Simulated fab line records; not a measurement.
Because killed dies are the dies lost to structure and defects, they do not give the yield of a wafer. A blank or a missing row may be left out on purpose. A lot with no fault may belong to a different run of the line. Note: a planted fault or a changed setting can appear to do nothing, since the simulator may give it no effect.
Which tool did it? | flow gf180mcu | 39 wafers from 13 lots sampled at 5 of the route's 602 steps

## WHAT EACH GAUGE READ, for each wafer
GF_NWELL_OVL_MEAS_07. Usual: NWELL_OVL gives 0.0 nm (standard deviation 1.5).
lot  | measured    | on         | NWELL_OVL (nm) | flag
L568 | day 3 19:23 | overlay-02 | 0.2 0.7 0.1    |
L570 | day 4 05:38 | overlay-02 | 2.7 2.7 2.0    |
L571 | day 4 11:32 | overlay-02 | -1.5 -1.1 2.3  |
L573 | day 4 21:51 | overlay-01 | -3.3 -1.5 -1.9 |
L574 | day 5 03:08 | overlay-01 | 3.5 1.7 1.3    |
L575 | day 5 07:56 | overlay-01 | 2.7 1.5 1.1    |
L576 | day 5 12:57 | overlay-02 | -0.2 -1.0 1.9  |
L577 | day 5 19:15 | overlay-02 | -2.3 -2.1 -3.2 |
L582 | day 6 23:38 | overlay-02 | - - -          | OFF
L586 | day 7 20:14 | overlay-01 | -1.4 0.1 -2.5  |
L587 | day 8 02:13 | overlay-02 | -1.5 -2.5 -0.3 |
L588 | day 8 07:50 | overlay-01 | 0.5 0.2 0.8    |
L589 | day 8 14:01 | overlay-01 | 0.7 0.6 1.3    |

GF_NWELL_TW_MEAS_11. Usual: NWELL_TW gives 1580 (standard deviation 9.9).
lot  | measured    | on            | NWELL_TW       | flag
L568 | day 3 19:49 | film-metro-01 | 1587 1596 1585 |
L570 | day 4 06:04 | film-metro-01 | 1577 1575 1588 |
L571 | day 4 11:58 | film-metro-02 | 1590 1592 1588 |
L573 | day 4 22:17 | film-metro-02 | 1583 1595 1594 |
L574 | day 5 03:34 | film-metro-02 | 1577 1591 1593 |
L575 | day 5 08:22 | film-metro-04 | 1573 1573 1560 |
L576 | day 5 13:23 | film-metro-01 | 1575 1581 1585 |
L577 | day 5 19:41 | film-metro-04 | 1568 1570 1569 |
L582 | day 7 00:04 | film-metro-01 | 30 30 30       | OFF
L586 | day 7 20:41 | film-metro-02 | 1573 1584 1577 |
L587 | day 8 02:40 | film-metro-02 | 1592 1581 1581 |
L588 | day 8 08:17 | film-metro-04 | 1564 1563 1569 |
L589 | day 8 14:27 | film-metro-02 | 1581 1585 1584 |

GF_HV_LDD_THK_MEAS_57. Usual: HV_LDD_CVD_56_THK gives 89.9 nm (standard deviation 0.95).
lot  | measured     | on            | HV_LDD_CVD_56_THK (nm) | flag
L568 | day 13 04:32 | film-metro-04 | 88.6 88.2 88.6         |
L570 | day 14 03:45 | film-metro-01 | 87.4 87.9 87.6         |
L571 | day 14 06:08 | film-metro-04 | 89.5 89.9 89.2         |
L573 | day 14 18:37 | film-metro-02 | 90.4 90.5 90.6         |
L574 | day 15 04:30 | film-metro-01 | 88.6 88.4 88.6         |
L575 | day 15 09:51 | film-metro-01 | 89.5 88.8 89.1         |
L576 | day 15 19:33 | film-metro-01 | 91.7 90.8 90.5         |
L577 | day 16 08:13 | film-metro-01 | 90.8 90.5 90.7         |
L582 | day 17 23:02 | film-metro-02 | 90.5 90.2 90.6         |
L586 | day 19 06:59 | film-metro-01 | 90.8 90.5 91.2         |
L587 | day 19 12:50 | film-metro-04 | 89.3 90.0 89.9         |
L588 | day 20 00:49 | film-metro-04 | 89.7 89.1 89.5         |
L589 | day 20 08:11 | film-metro-02 | 89.7 90.8 90.1         |

GF_CONTACT_BOW_MEAS_05. Usual: CONTACT_BOW gives 64 um (standard deviation 7.8).
lot  | measured     | on            | CONTACT_BOW (um) | flag
L568 | day 15 21:12 | film-metro-04 | 58 54 55         |
L570 | day 16 23:31 | film-metro-04 | 88 71 67         |
L571 | day 17 01:55 | film-metro-02 | 78 74 66         |
L573 | day 17 15:10 | film-metro-04 | 67 66 62         |
L574 | day 18 02:28 | film-metro-01 | 73 66 66         |
L575 | day 18 07:44 | film-metro-02 | 47 65 69         |
L576 | day 18 18:56 | film-metro-02 | 78 67 78         |
L577 | day 19 08:53 | film-metro-02 | 65 65 78         |
L582 | day 21 02:37 | film-metro-02 | 64 79 63         |
L586 | day 22 09:26 | film-metro-02 | 60 73 49         |
L587 | day 22 14:28 | film-metro-04 | 68 62 72         |
L588 | day 23 01:33 | film-metro-02 | 62 64 65         |
L589 | day 23 10:07 | film-metro-04 | 64 71 60         |

## TOOL THAT RAN EACH LOT (tool first, then ch and the chambers of the sampled wafers, then the start)
lot  | GF_NWELL_EXPOSE_04
L568 | iline-stepper-02 ch 0, day 3 13:05
L570 | iline-stepper-02 ch 0, day 3 23:23
L571 | iline-stepper-01 ch 0, day 4 04:56
L573 | iline-stepper-02 ch 0, day 4 15:04
L574 | iline-stepper-01 ch 0, day 4 20:39
L575 | iline-stepper-01 ch 0, day 5 00:44
L576 | iline-stepper-01 ch 0, day 5 06:26
L577 | iline-stepper-01 ch 0, day 5 12:20
L582 | iline-stepper-02 ch 0, day 6 16:17
L586 | iline-stepper-01 ch 0, day 7 12:06
L587 | iline-stepper-01 ch 0, day 7 18:18
L588 | iline-stepper-02 ch 0, day 7 23:53
L589 | iline-stepper-01 ch 0, day 8 06:31
- GF_NWELL_EXPOSE_04: exposes mask Nwell, target cd 860 nm.

## AS READ BY THE TOOLS THEMSELVES (means over the sampled wafers that have a number; for cases with no such wafer, the mark the record gives instead)
GF_NWELL_EXPOSE_04. Usual: focus-offset-nm reads -0.1 nm (standard deviation 0.52).
lot  | tool             | focus-offset-nm (nm) | flag
L568 | iline-stepper-02 | 0.1                  |
L570 | iline-stepper-02 | -0.9                 |
L571 | iline-stepper-01 | -0.5                 |
L573 | iline-stepper-02 | -0.3                 |
L574 | iline-stepper-01 | 0.3                  |
L575 | iline-stepper-01 | 0.1                  |
L576 | iline-stepper-01 | -0.2                 |
L577 | iline-stepper-01 | 0.1                  |
L582 | iline-stepper-02 | 0.8                  |
L586 | iline-stepper-01 | 0.0                  |
L587 | iline-stepper-01 | 0.3                  |
L588 | iline-stepper-02 | -0.5                 |
L589 | iline-stepper-01 | -0.1                 |

## THE ANSWER, worked out from the rows above alone
Rule: take the mean of a lot's wafers that have a number; if it is more than 3 standard deviations from the usual mean, the lot is off. A lot without any number at a reading at which 4 lots or more have one is off too. The other lots that the step has rows for count as sound. First the gauges in route order, then the tools' own readings, where a lot's mean is used as printed above. At the first step where some lot is off, the reading lying furthest off is the one used; lots without a number count as furthest.
Off: at GF_NWELL_OVL_MEAS_07 (NWELL_OVL), L582. Without a number there: L582.
If a tool, at a process step before that reading, ran all the lots that are off and no sound lot after the first of them, it fits. The gauges at GF_NWELL_OVL_MEAS_07 aren't tried: what is off there is off at GF_NWELL_TW_MEAS_11 too, on other tools, and a gauge's error can't cause that. No candidate that was tried fits.

## WHAT WAS PUT IN BY THE SIMULATOR
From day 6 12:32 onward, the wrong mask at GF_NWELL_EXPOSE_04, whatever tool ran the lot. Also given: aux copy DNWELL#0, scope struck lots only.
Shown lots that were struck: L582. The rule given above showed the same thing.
